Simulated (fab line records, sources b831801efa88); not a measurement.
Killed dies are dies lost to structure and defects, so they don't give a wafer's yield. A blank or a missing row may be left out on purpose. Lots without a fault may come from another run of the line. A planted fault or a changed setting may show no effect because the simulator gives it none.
A struck lot beside a sound one | flow sky130 | 18 steps out of a route of 708
Sound: wafers L406.1, L406.2, L406.5. Struck: wafers L410.1, L410.2, L410.6. The cause comes at the end.
At each step with rows: each side's tool, then ch and its chambers, then its first start. Under that, the readings that differ: sound wafers | struck wafers | difference of the means | sigmas: that difference in standard deviations of wafers without a fault.
alike: readings whose means differ by less than 2 such deviations, and words and numbers that are the same on both sides. not compared: withheld readings, readings that some wafer has no value for, bounds like >300 that may hide the same value, and numbers for which the record gives no deviation and whose values overlap.
The two part at a step that has a row with sigmas, a row that says differs or no value, or rows on one side only. Numbers that don't overlap but have no deviation are shown without sigmas and don't part them. A reading that every wafer of one side lacks parts them only if that side has two wafers or more.

SKY_POLY_GATE_ETCH_15: etches BARC in N2/H2, stops on SiO2, time 118.5 s, target depth 110 nm.
  sound on rie_diel-03 ch 0,2,3, day 17 06:49; struck on rie_diel-01 ch 1,3, day 18 10:17
  alike: drypump_motor_current_A, oes_product_au, throttle_valve_pct
  not compared: rf_hours_counter_h
SKY_POLY_GATE_ETCH_16: etches Si3N4 in CH3F/O2, stops on poly-Si, time 147.5 s, target depth 75 nm.
  sound on rie_diel-03 ch 0,2,3, day 17 06:53; struck on rie_diel-01 ch 1,3, day 18 10:23
  alike: drypump_motor_current_A, oes_product_au, throttle_valve_pct
  not compared: rf_hours_counter_h
SKY_POLY_GATE_ETCH_17: etches poly-Si in HBr/Cl2, stops on SiO2, target depth 180 nm, time 70.5 s.
  sound on rie_si-02 ch 1,2,3, day 17 06:59; struck on rie_si-01 ch 1,2,3, day 18 10:28
  alike: drypump_motor_current_A, oes_product_au, throttle_valve_pct
  not compared: rf_hours_counter_h
SKY_POLY_GATE_STRIP_18: strips in O2/N2.
  sound on plasma_asher-02 ch 0,1, day 17 07:03; struck on plasma_asher-02 ch 0,1, day 18 10:32
  alike: drypump_motor_current_A, oes_product_au, strip_time_to_endpoint_s
  not compared: rf_hours_counter_h
then, 2 steps without rows for these wafers: SKY_POLY_GATE_CLEAN_19 (cleans in SC1/SC2, time 150 s); SKY_POLY_GATE_OXIDATION_20 (stabilise 600 s, purge 300 s, target thk 4 nm).
SKY_POLY_GATE_THK_MEAS_21:
  sound on film_metro-03, day 17 11:25; struck on film_metro-02, day 18 11:56
  alike: POLY_GATE_OXIDATION_THK
SKY_POLY_GATE_CD_MEAS_22:
  sound on cd_sem-02, day 17 11:28; struck on cd_sem-02, day 18 11:59
  alike: cd_nm
then, 4 steps without rows for these wafers: SKY_LDD_N_DEHYDRATE_00 (time 60 s); SKY_LDD_N_HMDS_01 (prime time 60 s); SKY_LDD_N_COAT_02 (resist thk 300 nm); SKY_LDD_N_SOFTBAKE_03 (time 60 s).
SKY_LDD_N_EXPOSE_04: exposes mask NTM, target cd 840 nm.
  sound on iline_stepper-01 ch 0, day 18 02:49; struck on iline_stepper-01 ch 0, day 19 03:08
  reading                       | sound             | struck            | difference | sigmas
  model.LDD_N.overlay_x_nm (nm) | 1.225 1.225 1.225 | 43.92 43.92 43.92 | +42.70     |
  alike: mask
then, 2 steps without rows for these wafers: SKY_LDD_N_PEB_05; SKY_LDD_N_DEVELOP_06 (develop time 60 s).
SKY_LDD_N_OVL_MEAS_07:
  sound on overlay-01, day 18 17:20; struck on overlay-01, day 19 18:26
  reading        | sound        | struck         | difference | sigmas
  LDD_N_OVL (nm) | 2.0 -0.3 1.5 | 44.7 43.4 44.3 | +43.1      | +29
then, 2 steps without rows for these wafers: SKY_LDD_N_IMPLANT_08; SKY_PAD_OPEN_PROBE_99.

WHERE THEY PART
Only at SKY_LDD_N_OVL_MEAS_07, within this record.

WHY: what the simulator had put in
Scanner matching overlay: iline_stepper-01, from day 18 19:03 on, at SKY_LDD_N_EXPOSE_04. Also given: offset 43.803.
